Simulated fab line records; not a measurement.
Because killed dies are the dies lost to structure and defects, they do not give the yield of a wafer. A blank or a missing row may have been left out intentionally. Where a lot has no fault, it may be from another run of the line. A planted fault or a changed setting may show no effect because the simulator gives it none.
fab line records    flow sfqLine
record: lots: 6  wafers: 18  lastDay: 81
route steps=325 shown M3@122 I3@133
lots that met no fault: taken from a fault-free run of the same line
startH: hours from the record's first day to the start of the lot's first wafer shown    waitH: hours from the lot's prior step to this one    " the same as in the row above    L1.1+2: several wafers, shown together as one row    - no value, or no start was given    * or withheld: withheld    < > ~ a bound
route shown NAME@n: names a module that has steps shown in the file, with the first one's number in the route    usual: mean/standard deviation of fault-free wafers    same: alike in all rows    chamber/n: place in a boat    sites: each site's reading    _std_site: their standard deviation    _edge_site: outer sites' mean less inner sites'    radiusMm: for every site, how far away it sits from the centre of the wafer    mask NAME#n: copy n    behind: the tool/chamber that last shaped the wafer    hold: what put the lot on hold/how long, in hours/how the hold closed    device: names the non-switching transistor (n, p or np)    end of line: the same wafers' tests at the end of the route    for a step that has no rows: nothing shown but its recipe    killed: dies lost to structure and defects at the first sort, not the wafer's yield    map: a wafer's dies, x killed, . not, _ none there
set.NAME: setting as actually run; set.NAME@STEP: the setting as run at that earlier step    model.NAME: the simulator's own value behind a step, which no gauge read
lots at selected steps of the route; one table per step, one row per wafer
services: from which hour (startH, from the record's first day; less than 0 if before it) a tool's chamber was out of use, for how many hours, and why
== steps ==
step: SFQ_TRILAYER_M3_LITHO_COAT_080
recipe: resist: BARC  spinRpm: 3000  resistThkNm: 62
step: SFQ_TRILAYER_M3_LITHO_COAT_075
recipe: resist: KrF  spinRpm: 3000  resistThkNm: 600
step: SFQ_TRILAYER_M3_LITHO_SOFTBAKE_079
recipe: tempC: withheld  timeS: withheld  resist: KrF
step: SFQ_TRILAYER_M3_LITHO_EXPOSE_076
recipe: maskId: M3  na: 0.6  sourceShape: conventional  sigmaOuter: 0.65  targetCdNm: 500  doseMj: 14.4
step: SFQ_TRILAYER_M3_LITHO_PEB_078
recipe: pebTempC: 115  pebTimeS: 60  resist: KrF
step: SFQ_TRILAYER_M3_LITHO_DEVELOP_077
recipe: timeS: 60  resist: KrF
step: SFQ_M3_OVL_MEAS_921
usual: M3_OVL: 1/5.5
lot.wafer  tool        chamber  startH   waitH  M3_OVL[nm]
L526.1     overlay-01  -        880.65   0.1    8
L526.2     "           -        "        "      0
L526.4     "           -        "        "      5
L529.4     overlay-01  -        928.29   0.1    -5
L529.5     "           -        "        "      -3
L529.6     "           -        "        "      -1
L531.2     overlay-02  -        945.83   0.1    -8
L531.4     "           -        "        "      -2
L531.6     "           -        "        "      -9
L534.1     overlay-01  -        962.62   0.1    2
L534.2     "           -        "        "      12
L534.5     "           -        "        "      3
L538.1     overlay-01  -        992.62   0.1    -1
L538.2     "           -        "        "      4
L538.3     "           -        "        "      5
L545.1     overlay-02  -        1197.13  0.1    8
L545.4     "           -        "        "      10
L545.5     "           -        "        "      5
step: SFQ_TRILAYER_M3_BARC_OPEN_METAL_ETCH_100
recipe: maskMaterial: PR  chemistry: O2  targetDepthNm: 125  target: BARC  icpW: 600  biasW: 80  pressureMtorr: 10  timeS: 41.7
usual: drypumpMotorCurrentA: 6.04/0.28  heBacksideLeakSccm: 3.62/0.16  oesProductAu: 0.685/0.0042  rfFwdPowerW: 593.3/2.1
lot.wafer  tool         chamber  startH   waitH  drypumpMotorCurrentA  heBacksideLeakSccm  oesProductAu  rfFwdPowerW  rfHoursCounterH
L526.1     rieMetal-01  1        880.69   0.0    5.80                  3.63                0.682         592.4        110
L526.2     "            0        "        "      5.71                  3.60                0.683         593.6        121
L526.4     "            0        "        "      5.71                  3.52                0.690         594.3        -
L529.4     rieMetal-02  1        928.37   0.1    6.24                  3.87                0.685         589.8        -
L529.5     "            1        "        "      6.24                  3.35                0.688         592.4        -
L529.6     "            1        "        "      6.24                  3.30                0.690         590.2        -
L531.2     rieMetal-03  0        945.86   0.0    5.73                  3.45                0.689         593.3        109
L531.4     "            0        "        "      5.74                  3.67                0.687         595.2        -
L531.6     "            1        "        "      6.34                  3.50                0.686         590.6        -
L534.1     rieMetal-01  1        962.66   0.0    5.81                  3.97                0.683         589.2        121
L534.2     "            0        "        "      5.70                  3.61                0.683         595.4        132
L534.5     "            1        "        "      5.82                  3.85                0.682         591.8        -
L538.1     rieMetal-01  0        992.66   0.0    5.68                  3.69                0.682         591.0        137
L538.2     "            1        "        "      5.87                  3.87                0.691         592.9        125
L538.3     "            0        "        "      5.69                  3.53                0.686         590.8        -
L545.1     rieMetal-02  1        1197.16  0.0    6.22                  3.48                0.683         593.7        156
L545.4     "            1        "        "      6.22                  3.64                0.693         592.3        -
L545.5     "            0        "        "      6.37                  3.82                0.691         593.4        -
step: SFQ_TRILAYER_M3_ETCH_METAL_ETCH_078
recipe: target: Nb  stopOn: SiO2  maskMaterial: PR  chemistry: Cl2/Ar  targetDepthNm: 240  icpW: 600  biasW: 80  pressureMtorr: 10  timeS: 120
usual: drypumpMotorCurrentA: 6.04/0.28  heBacksideLeakSccm: 3.64/0.16  oesProductAu: 0.895/0.0066  rfFwdPowerW: 597.1/2
lot.wafer  tool         chamber  startH   waitH  drypumpMotorCurrentA  heBacksideLeakSccm  oesProductAu  rfFwdPowerW  rfHoursCounterH
L526.1     rieMetal-01  1        880.75   0.0    5.82                  3.84                0.900         596.6        110
L526.2     "            0        "        "      5.69                  3.52                0.893         599.0        121
L526.4     "            0        "        "      5.71                  3.55                0.897         597.1        -
L529.4     rieMetal-02  1        928.55   0.2    6.19                  3.54                0.890         594.3        -
L529.5     "            1        "        "      6.19                  3.74                0.898         595.1        -
L529.6     "            1        "        "      6.20                  3.35                0.895         594.9        -
L531.2     rieMetal-03  0        945.92   0.0    5.77                  3.66                0.899         594.7        109
L531.4     "            0        "        "      5.75                  3.74                0.900         595.0        -
L531.6     "            1        "        "      6.33                  3.44                0.895         594.1        -
L534.1     rieMetal-01  1        962.72   0.0    5.79                  3.91                0.887         599.7        121
L534.2     "            0        "        "      5.72                  3.81                0.888         599.5        132
L534.5     "            1        "        "      5.81                  3.70                0.891         599.6        -
L538.1     rieMetal-01  0        992.72   0.0    5.71                  3.69                0.891         599.6        137
L538.2     "            1        "        "      5.81                  3.72                0.899         597.0        125
L538.3     "            0        "        "      5.70                  3.74                0.889         596.6        -
L545.1     rieMetal-02  1        1197.22  0.0    6.24                  3.69                0.883         594.0        156
L545.4     "            1        "        "      6.20                  3.49                0.899         595.1        -
L545.5     "            0        "        "      6.43                  3.93                0.893         601.2        -
step: SFQ_TRILAYER_M3_STRIP_STRIP_079
recipe: gas: O2  powerW: 200  platenTempC: 40  overashFraction: 0.65  chemistry: O2  pressureMtorr: 50
usual: drypumpMotorCurrentA: 6.04/0.28  heBacksideLeakSccm: 3.64/0.18  oesProductAu: 0.995/0.0074
lot.wafer  tool         chamber  startH   waitH  drypumpMotorCurrentA  heBacksideLeakSccm  oesProductAu  rfHoursCounterH
L526.1     rieMetal-01  1        880.87   0.1    5.83                  3.79                0.999         110
L526.2     "            0        "        "      5.70                  3.34                1.001         121
L526.4     "            0        "        "      5.71                  3.40                1.000         -
L529.4     rieMetal-02  1        929.28   0.7    6.16                  3.53                0.987         -
L529.5     "            1        "        "      6.20                  3.56                0.985         -
L529.6     "            1        "        "      6.22                  3.64                0.986         -
L531.2     rieMetal-03  0        946.04   0.1    5.75                  3.56                0.998         109
L531.4     "            0        "        "      5.74                  3.64                0.996         -
L531.6     "            1        "        "      6.32                  3.52                0.992         -
L534.1     rieMetal-01  1        962.84   0.1    5.81                  3.70                0.992         121
L534.2     "            0        "        "      5.70                  3.62                1.004         133
L534.5     "            1        "        "      5.78                  3.68                0.994         -
L538.1     rieMetal-01  0        992.84   0.1    5.69                  3.78                0.997         137
L538.2     "            1        "        "      5.81                  3.86                0.995         126
L538.3     "            0        "        "      5.69                  3.69                0.991         -
L545.1     rieMetal-02  1        1197.35  0.1    6.19                  3.46                0.986         156
L545.4     "            1        "        "      6.21                  3.54                0.989         -
L545.5     "            0        "        "      6.39                  3.63                1.009         -
step: SFQ_TRILAYER_M3_STRIP_SOLV_CLEAN_080
recipe: chemistry: NMP  tempC: 70  timeS: 600
step: SFQ_TRILAYER_I3_DEP_PECVD_081
recipe: material: SiO2  tempC: 150  timeS: 111.11  pressureTorr: 2.4  rfW: 183.3  precursor: SiH4/N2O  targetThkNm: 500
usual: heaterPowerW: 83/15  rfFwdPowerW: 182.3/0.61  runLengthS: 139.3/0.57  throttleValvePct: 25.3/1.1
lot.wafer  tool      chamber  startH   waitH  heaterPowerW  rfFwdPowerW  runLengthS  throttleValvePct  model.SiO2_of_TRILAYER_I3_DEP_PECVD_081.thkNm
L526.1     pecvd-02  0        881.65   0.0    74            182.9        140.2       24.8              495.5
L526.2     "         1        "        "      108           182.9        139.6       27.5              503.5
L526.4     "         1        "        "      91            182.9        139.1       27.2              506.2
L529.4     pecvd-04  1        930.09   0.0    98            -            130.6       24.6              467.3
L529.5     "         0        "        "      92            183.1        139.6       25.0              503.2
L529.6     "         2        "        "      80            182.6        139.3       24.6              510.6
L531.2     pecvd-04  1        946.99   0.0    88            -            130.5       24.6              465.6
L531.4     "         2        "        "      80            181.8        139.4       24.7              505.3
L531.6     "         0        "        "      80            182.6        139.1       24.8              501.9
L534.1     pecvd-02  2        963.62   0.0    43            181.6        140.1       25.1              503.2
L534.2     "         0        "        "      72            182.3        139.8       24.9              493.4
L534.5     "         0        "        "      73            181.8        139.9       24.9              496.6
L538.1     pecvd-02  1        993.62   0.0    98            182.1        139.1       28.3              491.9
L538.2     "         2        "        "      46            182.0        140.2       25.2              489.5
L538.3     "         0        "        "      72            181.7        140.1       25.2              494.4
L545.1     pecvd-04  0        1198.12  0.0    97            182.0        139.7       24.7              499
L545.4     "         2        "        "      76            181.4        139.6       24.7              511.2
L545.5     "         1        "        "      81            181.2        138.2       24.9              509.8
step: SFQ_TRILAYER_I3_CMP_CMP_082
recipe: material: SiO2  downForcePsi: 3  platenRpm: 60  padVelocityMS: 0.94248
usual: motorCurrentA: 10.1/1  timeToEndpointS: 217/7.5
lot.wafer  tool    chamber  startH   waitH  motorCurrentA  timeToEndpointS
L526.4     cmp-01  1        893.39   11.7   9.5            215
L526.1     "       3        894.39   12.7   11.2           215
L526.2     "       0        "        "      10.4           223
L529.4     cmp-01  1        943.33   13.2   9.5            188
L529.6     "       0        944.83   14.7   9.8            238
L529.5     "       1        "        "      9.2            224
L531.4     cmp-01  1        955.83   8.8    9.3            225
L531.2     "       2        "        "      11.3           192
L531.6     "       3        "        "      10.4           230
L534.2     cmp-02  0        971.06   7.4    11.2           207
L534.1     "       3        972.56   8.9    7.5            211
L534.5     "       0        "        "      10.6           206
L538.1     cmp-01  2        996.83   3.2    10.7           210
L538.2     "       0        997.83   4.2    10.4           218
L538.3     "       1        "        "      9.9            207
L545.1     cmp-02  0        1208.81  10.7   10.8           200
L545.4     "       3        1210.31  12.1   7.9            210
L545.5     "       1        1211.31  13.1   11.1           216
step: SFQ_I3_BOW_MEAS_922
recipe: mode: bow
usual: I3_BOW: 2/8.9
lot.wafer  tool          chamber  startH   waitH  I3_BOW[um]
L526.1     filmMetro-04  -        896.39   1.5    3
L526.2     "             -        "        "      -13
L526.4     "             -        "        "      -7
L529.4     filmMetro-03  -        945.89   2.1    -13
L529.5     "             -        "        "      9
L529.6     "             -        "        "      -2
L531.2     filmMetro-04  -        957.85   1.0    13
L531.4     "             -        "        "      4
L531.6     "             -        "        "      4
L534.1     filmMetro-03  -        974.06   1.0    2
L534.2     "             -        "        "      -1
L534.5     "             -        "        "      12
L538.1     filmMetro-01  -        999.83   2.5    5
L538.2     "             -        "        "      0
L538.3     "             -        "        "      10
L545.1     filmMetro-04  -        1211.81  2.5    -2
L545.4     "             -        "        "      4
L545.5     "             -        "        "      -2
== services ==
tool         chamber  startH   hours  kind
pecvd-04     -        862.98   2.8    pm
rieMetal-02  -        867.62   0.5    repair
pecvd-02     -        875.20   6.0    pm
rieMetal-03  1        877.37   4.7    repair
pecvd-04     -        886.51   4.3    pm
rieMetal-01  -        888.54   2.8    pm
rieMetal-01  -        896.14   1.0    repair
pecvd-02     0        896.59   6.0    repair
rieMetal-02  -        899.98   0.3    repair
cmp-01       -        917.30   1.5    repair
rieMetal-03  -        921.95   14.6   pm
rieMetal-02  0        924.25   19.3   repair
rieMetal-02  1        965.23   2.2    repair
pecvd-04     -        988.22   5.5    pm
cmp-01       -        1038.53  0.4    repair
cmp-01       -        1089.55  4.0    pm
cmp-01       -        1093.18  0.9    repair
cmp-01       -        1097.03  14.8   pm
cmp-01       -        1111.81  5.8    pm
cmp-01       -        1120.98  1.5    repair
cmp-01       -        1132.58  4.8    pm
rieMetal-01  0        1154.19  8.4    repair
rieMetal-02  -        1191.53  2.8    pm
rieMetal-02  -        1209.95  1.0    repair
== key ==
firstSign: step: SFQ_TRILAYER_I3_DEP_PECVD_081  reading: runLengthS  direction: down  sigmas: 15  usual: *  struck: *
effect: step: SFQ_TRILAYER_I3_CMP_CMP_082  reading: timeToEndpointS  direction: down  sigmas: 3.6  usual: *  struck: *
modelEffect: step: SFQ_TRILAYER_I3_DEP_PECVD_081  value: SiO2_of_TRILAYER_I3_DEP_PECVD_081.thkNm  without: 502.5  struck: 466.4
metAt SFQ_TRILAYER_I3_DEP_PECVD_081
struckWafers L529.4,L531.2
fault: kind: processParameterDrift  tool: pecvd-04  chamber: 1  onsetH: 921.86  steps: SFQ_TRILAYER_I3_DEP_PECVD_081  channel: timeS  offset: *  shape: step  endH: 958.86  actsIn: *  stated: *
